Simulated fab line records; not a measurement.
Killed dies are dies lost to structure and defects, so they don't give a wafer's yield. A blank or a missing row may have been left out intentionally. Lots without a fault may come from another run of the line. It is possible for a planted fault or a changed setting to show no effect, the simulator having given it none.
One fault seen from 2 desks + flow gf180mcu + each desk holds nothing but its own numbers, with what lay behind them at the end

== THE TOOL OWNER'S DESK: implanter-02 ==
GF_HV_LDD_IMPLANT_48, tool's own readings: per-lot mean of the sampled wafers with a number, covering each lot this tool ran. If a lot's mean is further than 4 standard deviations from the usual mean, the lot is out of limits and carries the mark OUT (the distance appears in the brackets).
Columns: A = doseIonsCm2 at GF_HV_LDD_IMPLANT_48, usual 3e+13; B = faradayCurrentUA at GF_HV_LDD_IMPLANT_48, usual 169
| lot  | first seen here | A                       | B             |
|------|-----------------|-------------------------|---------------|
| L133 | day 12 07:45    | 3e+13                   | 170           |
| L135 | day 13 00:05    | 3e+13                   | 170           |
| L137 | day 13 19:35    | 3e+13                   | 167           |
| L144 | day 16 03:03    | 3e+13                   | 171           |
| L147 | day 17 02:05    | 3e+13                   | 170           |
| L153 | day 19 00:22    | 6e+13 (+99 or more) OUT | 330 (+43) OUT |
| L154 | day 19 11:02    | 6e+13 (+99 or more) OUT | 328 (+43) OUT |
This desk finds L153, L154 out of limits, L153 being first, at day 19 00:22 (doseIonsCm2 at GF_HV_LDD_IMPLANT_48). In limits: L133, L135, L137, L144, L147.

== AT THE METROLOGY DESK ==
What the gauges read for every lot (on any tool): the sampled wafers with a number, averaged. If a lot's mean is further than 4 standard deviations from the usual mean, the lot is out of limits and carries the mark OUT (the distance appears in the brackets).
Columns: A = DUAL_GATE_OXIDATION_00_THK at GF_DUAL_GATE_THK_MEAS_03, usual 10.90 nm; B = HV_LDD_4_TW at GF_HV_LDD_TW_MEAS_50, usual 569; C = PSD_TW at GF_PSD_TW_MEAS_11, usual 3152
| lot  | first seen here | A     | B             | C    |
|------|-----------------|-------|---------------|------|
| L133 | day 7 16:35     | 11.07 | 568           | 3123 |
| L134 | day 7 21:56     | 11.15 | 561           | 3130 |
| L135 | day 8 04:53     | 10.73 | 571           | 3144 |
| L137 | day 8 18:37     | 11.34 | 562           | 3138 |
| L138 | day 9 02:36     | 11.09 | 570           | 3156 |
| L139 | day 9 07:14     | 11.12 | 572           | 3203 |
| L142 | day 10 04:12    | 11.05 | 571           | 3130 |
| L144 | day 10 18:32    | 10.78 | 572           | 3146 |
| L145 | day 10 22:14    | 10.79 | 573           | 3182 |
| L147 | day 11 13:47    | 10.93 | 562           | 3142 |
| L153 | day 13 05:38    | 10.77 | 705 (+29) OUT | 3142 |
| L154 | day 13 13:28    | 10.57 | 706 (+29) OUT | 3133 |
| L155 | day 13 20:11    | 10.45 | 572           | 3134 |
This desk finds L153, L154 out of limits, with the earliest case on L153 at day 19 00:36 (HV_LDD_4_TW at GF_HV_LDD_TW_MEAS_50). In limits: L133, L134, L135, L137, L138, L139, L142, L144, L145, L147, L155.

== PUT TOGETHER ==
At day 19 00:22, on L153, L154, the tool owner's desk was in a position to raise an alarm.
On L153, L154, the metrology desk was in a position to raise an alarm at day 19 00:36.
Every lot named ran GF_HV_LDD_IMPLANT_48 on implanter-02.

== WHAT WAS PUT IN BY THE SIMULATOR ==
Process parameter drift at GF_HV_LDD_IMPLANT_48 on implanter-02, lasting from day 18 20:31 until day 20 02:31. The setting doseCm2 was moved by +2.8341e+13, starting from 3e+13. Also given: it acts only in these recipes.
Lots struck among those shown: L153, L154.
Time in hours from fault onset to the first out-of-limits reading at each desk: tool owner's desk 4, metrology desk 4.
